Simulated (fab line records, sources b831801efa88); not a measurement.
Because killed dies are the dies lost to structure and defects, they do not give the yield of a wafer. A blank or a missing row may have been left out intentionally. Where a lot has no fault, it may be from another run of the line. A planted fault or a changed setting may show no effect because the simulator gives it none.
The tool behind it: which one? | flow gf180mcu | Sampling: 14 lots, 42 wafers, 5 of 602 route steps

WHAT THE GAUGES READ, wafer by wafer
GF_POLY_GATE_CD_MEAS_10: the cd target is 280 nm.
lot  | measured     | on        | cd_nm (nm)
L787 | day 9 10:25  | cd_sem-01 | 282.5 280.9 281.0
L788 | day 9 14:32  | cd_sem-02 | 282.2 279.7 280.7
L789 | day 9 23:25  | cd_sem-01 | 278.5 277.7 280.3
L790 | day 10 00:55 | cd_sem-01 | 279.3 279.8 280.0
L792 | day 10 17:43 | cd_sem-01 | 279.8 278.9 278.2
L791 | day 10 18:01 | cd_sem-02 | 278.0 278.8 278.8
L793 | day 10 22:40 | cd_sem-01 | 277.8 277.2 277.5
L794 | day 11 08:23 | cd_sem-02 | 279.3 280.9 279.8
L795 | day 11 12:58 | cd_sem-02 | 278.8 279.9 279.2
L796 | day 12 02:22 | cd_sem-02 | 279.2 279.6 280.5
L802 | day 13 22:44 | cd_sem-02 | 281.1 281.0 280.6
L804 | day 14 10:23 | cd_sem-01 | 281.3 280.2 279.0
L805 | day 14 16:31 | cd_sem-02 | 280.0 280.8 280.7
L809 | day 15 21:35 | cd_sem-01 | 280.5 280.1 280.4

GF_HV_LDD_OVL_MEAS_32.
lot  | measured     | on         | HV_LDD_02_OVL (nm)
L787 | day 11 19:17 | overlay-01 | 1.4 -1.8 -0.7
L788 | day 11 23:02 | overlay-02 | -2.5 -1.7 -1.5
L789 | day 12 10:08 | overlay-01 | -2.0 0.4 -0.1
L790 | day 12 11:21 | overlay-02 | -3.0 -1.1 -1.3
L792 | day 13 04:42 | overlay-02 | -1.5 0.3 -1.0
L791 | day 13 07:35 | overlay-02 | 0.8 -1.4 1.2
L793 | day 13 10:53 | overlay-02 | 0.0 -1.0 -0.7
L794 | day 13 21:35 | overlay-02 | 2.2 1.0 -0.2
L795 | day 14 02:16 | overlay-02 | -0.7 0.1 0.7
L796 | day 14 17:17 | overlay-01 | -2.2 -0.2 -1.3
L802 | day 16 19:08 | overlay-02 | 1.9 2.5 2.2
L804 | day 17 05:35 | overlay-01 | -0.5 1.9 -1.7
L805 | day 17 13:55 | overlay-02 | -0.9 -0.8 0.6
L809 | day 18 21:44 | overlay-02 | -0.4 -2.1 -1.7

GF_SAB_THK_MEAS_01.
lot  | measured     | on            | SAB_CVD_00_THK (nm)
L787 | day 14 11:33 | film_metro-01 | 49.2 50.1 50.3
L788 | day 14 16:34 | film_metro-04 | 49.8 49.8 50.0
L789 | day 15 05:05 | film_metro-03 | 49.6 49.7 49.7
L790 | day 15 07:42 | film_metro-03 | 49.5 49.1 49.7
L792 | day 16 00:09 | film_metro-03 | 50.8 50.7 50.8
L791 | day 16 03:34 | film_metro-03 | 49.2 49.4 49.4
L793 | day 16 08:20 | film_metro-04 | 49.0 50.0 49.4
L794 | day 16 18:16 | film_metro-04 | 48.8 48.9 49.8
L795 | day 16 23:13 | film_metro-04 | 50.0 48.2 49.8
L796 | day 17 17:02 | film_metro-03 | 48.8 49.4 49.8
L802 | day 19 23:49 | film_metro-04 | 49.9 50.6 49.3
L804 | day 20 10:37 | film_metro-01 | 48.1 38.1 50.3
L805 | day 20 19:59 | film_metro-04 | 50.4 38.2 50.5
L809 | day 22 03:14 | film_metro-04 | 49.9 50.0 50.1

GF_M1_OVL_MEAS_15.
lot  | measured     | on         | M1_OVL (nm)
L787 | day 17 08:17 | overlay-02 | 1 4 7
L788 | day 17 14:17 | overlay-02 | 3 3 1
L789 | day 18 02:30 | overlay-02 | 5 1 6
L790 | day 18 05:37 | overlay-02 | -1 0 9
L792 | day 19 01:47 | overlay-01 | 0 7 3
L791 | day 19 05:31 | overlay-01 | 0 4 4
L793 | day 19 10:23 | overlay-01 | 16 13 10
L794 | day 19 18:59 | overlay-01 | 10 17 3
L795 | day 20 03:32 | overlay-02 | 14 6 8
L796 | day 20 21:34 | overlay-01 | 0 4 5
L802 | day 23 01:59 | overlay-02 | 0 2 9
L804 | day 23 13:17 | overlay-01 | -1 -2 3
L805 | day 23 20:59 | overlay-02 | 13 15 10
L809 | day 25 02:11 | overlay-02 | 11 16 11

TOOL THAT RAN EACH LOT (tool first, then ch and the chambers of the sampled wafers, then the start)
lot  | GF_SAB_CVD_00
L787 | pecvd-04 ch 0,1, day 14 11:32
L788 | pecvd-03 ch 0,2, day 14 16:32
L789 | pecvd-02 ch 0,1,2, day 15 05:03
L790 | pecvd-03 ch 0,2, day 15 07:41
L792 | pecvd-03 ch 0,1,2, day 16 00:04
L791 | pecvd-03 ch 0,1,2, day 16 03:33
L793 | pecvd-03 ch 0,1,2, day 16 08:18
L794 | pecvd-03 ch 0,1, day 16 18:14
L795 | pecvd-04 ch 0,1,2, day 16 23:12
L796 | pecvd-02 ch 0,2, day 17 17:01
L802 | pecvd-04 ch 0,1, day 19 23:47
L804 | pecvd-04 ch 0,1,2, day 20 10:35
L805 | pecvd-04 ch 0,1, day 20 19:58
L809 | pecvd-02 ch 0,1, day 22 03:12
- GF_SAB_CVD_00: deposits SiO2 from TEOS, target thk 50 nm, time 4.9302 s.

WHAT THE TOOLS THEMSELVES READ (means of the sampled wafers that have a number; where no wafer has one, the mark that the record gives instead)
GF_SAB_CVD_00.
lot  | tool     | heater_power_w (W)
L787 | pecvd-04 | 707
L788 | pecvd-03 | 660
L789 | pecvd-02 | 691
L790 | pecvd-03 | 608
L792 | pecvd-03 | 668
L791 | pecvd-03 | 656
L793 | pecvd-03 | 710
L794 | pecvd-03 | 679
L795 | pecvd-04 | 707
L796 | pecvd-02 | 715
L802 | pecvd-04 | 640
L804 | pecvd-04 | 693
L805 | pecvd-04 | 632
L809 | pecvd-02 | 621

THE ANSWER, worked out from the rows above alone
Rule: the lots themselves supply what counts as usual. Put in order of their means at a reading, lots are off if they are a third of the lots or fewer, leave a main group of 4 or more, and stand apart from it by a gap of 3 or more times the standard deviation of the main group's means; of several such gaps the widest counts. A main group is skipped when, at the precision printed for the reading in the tables above, its means are all equal. Also off: a lot with no number at a reading for which 4 or more lots have one. Where the step has rows for the other lots, those lots are counted as sound. First the gauges in route order, then the tools' own readings, where a lot's mean is used as printed above. At the first step where some lot is off, the reading lying furthest off is the one used; lots without a number count as furthest.
Off: L804, L805, at GF_SAB_THK_MEAS_01 (SAB_CVD_00_THK). The main group has a mean of 49.7 nm with a standard deviation of 0.42.
A tool fits if, at a process step before that reading, it ran every lot that is off, and no sound lot after the first of them. The gauges at GF_SAB_THK_MEAS_01 are tried like those tools. One candidate fits, namely pecvd-04 at GF_SAB_CVD_00. A fault onset in the window from L802 (day 19 23:47, its last sound lot) to L804 (day 20 10:35, its first lot off) fits.

WHAT THE SIMULATOR HAD PUT IN
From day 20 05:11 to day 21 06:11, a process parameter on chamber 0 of pecvd-04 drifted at GF_SAB_CVD_00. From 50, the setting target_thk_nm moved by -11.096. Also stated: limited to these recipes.
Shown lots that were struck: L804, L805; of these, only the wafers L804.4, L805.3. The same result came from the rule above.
